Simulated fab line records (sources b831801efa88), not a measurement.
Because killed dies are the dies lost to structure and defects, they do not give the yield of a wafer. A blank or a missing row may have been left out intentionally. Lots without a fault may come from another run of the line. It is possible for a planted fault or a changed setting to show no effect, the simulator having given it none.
A lot that was struck, set against a sound lot | flow gf180mcu | 14 out of 602 route steps
Sound: the wafers L326.3, L326.5, L326.6. Wafers struck: L340.2, L340.3, L340.6. The cause is given at the end.
Each step with rows lists, per side, the tool, then ch with its chambers, then its first start. Under that, the readings that differ: sound wafers | struck wafers | difference of the means | sigmas: that difference in standard deviations of wafers without a fault.
alike: readings with means less than 2 such deviations apart, plus words and numbers identical on both sides. not compared: withheld readings, readings lacking a value on some wafer, bounds such as >300 that could conceal the same value, and numbers that have no deviation in the record and whose values overlap.
The two part at a step that has a row with sigmas, a row that says differs or no value, or rows on one side only. Numbers that have no deviation but don't overlap get no sigmas and don't part them. A reading that every wafer of one side lacks parts them only if that side has two wafers or more.

first, 1 step without rows for these wafers: GF_HV_LDD_DEVELOP_06 (develop time 60 s).
GF_HV_LDD_CD_MEAS_07: target cd 400 nm.
  sound: cd-sem-01 at day 10 11:08; struck: cd-sem-01 at day 14 14:17
  reading    | sound             | struck            | difference | sigmas
  cd-nm (nm) | 403.8 403.8 405.0 | 400.7 396.9 398.3 | -5.6       | -2
GF_HV_LDD_OVL_MEAS_08:
  sound: overlay-02 at day 10 11:13; struck: overlay-01 at day 14 14:23
  alike: HV_LDD_OVL
next, for these wafers, 1 step has no rows: GF_HV_LDD_IMPLANT_09.
GF_HV_LDD_STRIP_10: strips in O2/N2.
  sound on plasma-asher-03 ch 0,1, day 10 11:26; struck on plasma-asher-03 ch 1, day 14 14:34
  alike: chamber-pressure-mTorr, drypump-motor-current-A, heater-power-w, oes-product-au, strip-time-to-endpoint-s
  not compared: rf-hours-counter-h
GF_HV_LDD_TW_MEAS_11:
  sound: film-metro-03 at day 10 11:31; struck: film-metro-03 at day 14 14:41
  alike: HV_LDD_TW
then, 6 steps without rows for these wafers: GF_HV_LDD_DEHYDRATE_12 (time 60 s); GF_HV_LDD_HMDS_13 (prime time 60 s); GF_HV_LDD_COAT_14 (resist thk 1000 nm); GF_HV_LDD_SOFTBAKE_15 (time 60 s); GF_HV_LDD_EXPOSE_16 (exposes mask Pplus LV AREA, target cd 400 nm); GF_HV_LDD_PEB_17.
GF_HV_LDD_DEVELOP_18: develop time 60 s.
  struck on litho-track-03, day 15 12:07; sound on litho-track-04 ch 0, day 11 05:49
  no value came back on the struck wafers for chill-plate-temp-C (C), develop-time-s (s); on the sound wafers chill-plate-temp-C (C) reads 23.24 23.03 23.02
GF_HV_LDD_CD_MEAS_19: target cd 400 nm.
  sound: cd-sem-01 at day 11 05:57; struck: cd-sem-02 at day 15 12:16
  reading    | sound             | struck | difference                    | sigmas
  cd-nm (nm) | 396.4 393.4 394.3 | - - -  | no value on the struck wafers |

## WHERE THEY PART
Last at GF_HV_LDD_CD_MEAS_19 as far as this record goes, first at GF_HV_LDD_CD_MEAS_07.

WHY: the cause the simulator had injected
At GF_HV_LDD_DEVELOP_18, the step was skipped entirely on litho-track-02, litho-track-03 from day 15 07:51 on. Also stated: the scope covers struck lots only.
